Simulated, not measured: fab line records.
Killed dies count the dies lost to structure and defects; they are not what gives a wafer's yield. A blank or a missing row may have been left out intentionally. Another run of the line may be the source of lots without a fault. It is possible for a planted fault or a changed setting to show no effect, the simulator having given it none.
2 desks looking at one fault -- flow sky130 -- each desk has only its own numbers; what lay behind them comes last

AT THE METROLOGY DESK
What the gauges read, lot by lot, whatever tool the lot ran on: means of the sampled wafers that have a number. The brackets show how far a lot's mean lies from the usual mean; more than 4 standard deviations puts the lot out of limits, marked OUT.
Columns: A = cd-nm at SKY_LDD_P_CD_MEAS_07, usual 379.9 nm; B = LDD_LDN_TW at SKY_LDD_LDN_TW_MEAS_13, usual 1473
lot,first seen here,A,B
L949,day 19 18:50,376.5,1467
L950,day 19 19:12,378.5,1485
L951,day 20 07:43,377.4,1462
L953,day 21 14:05,382.8,1466
L955,day 21 23:00,380.3,1470
L957,day 22 04:52,379.1,1372 (-8.4) OUT
L962,day 23 16:18,378.4,1353 (-10) OUT
L965,day 24 17:40,380.8,1445
L967,day 25 08:46,383.2,1485
L968,day 25 14:56,380.1,1464
L970,day 26 13:29,375.8,1480
L972,day 26 23:20,383.3,1458
Per this desk, out of limits: L957, L962; the first was L957, day 26 00:32 (LDD_LDN_TW at SKY_LDD_LDN_TW_MEAS_13). In limits: L949, L950, L951, L953, L955, L965, L967, L968, L970, L972.

TOOL OWNER'S DESK, implanter-04
The tool's own readings at SKY_LDD_LDN_IMPLANT_08, given as means over the sampled wafers that have a number, one for each lot that went through this tool. The brackets show how far a lot's mean lies from the usual mean; more than 4 standard deviations puts the lot out of limits, marked OUT.
Columns: A = dose-ions-cm2 at SKY_LDD_LDN_IMPLANT_08, usual 1.2498e+13; B = faraday-current-uA at SKY_LDD_LDN_IMPLANT_08, usual 70.5
lot,first seen here,A,B
L950,day 23 15:23,1.2487e+13,70.2
L951,day 24 03:22,1.2528e+13,70.9
L955,day 25 17:20,1.2482e+13,71.8
L957,day 25 23:50,1.2413e+12 (-99 or more) OUT,7.0 (-42) OUT
L962,day 27 09:11,1.2577e+12 (-99 or more) OUT,7.1 (-42) OUT
L970,day 30 03:31,1.2486e+13,71.3
L972,day 30 13:39,1.2486e+13,70.7
Finding of this desk: L957, L962 out of limits; the first was L957 at day 25 23:50, on dose-ions-cm2 at SKY_LDD_LDN_IMPLANT_08. In limits: L950, L951, L955, L970, L972.

TAKEN TOGETHER
At day 25 23:50, on L957, L962, the tool owner's desk was in a position to raise an alarm.
Metrology desk: alarm possible at day 26 00:32 on L957, L962.
All the named lots went through SKY_LDD_LDN_IMPLANT_08 on implanter-04.

WHAT THE SIMULATOR HAD INSERTED
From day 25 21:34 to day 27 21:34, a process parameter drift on implanter-04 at SKY_LDD_LDN_IMPLANT_08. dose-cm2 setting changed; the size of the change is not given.
Shown lots that were struck: L957, L962.
Delay (hours) between the fault's onset and each desk's first out-of-limits reading: 2 at the tool owner's desk, 3 at the metrology desk.
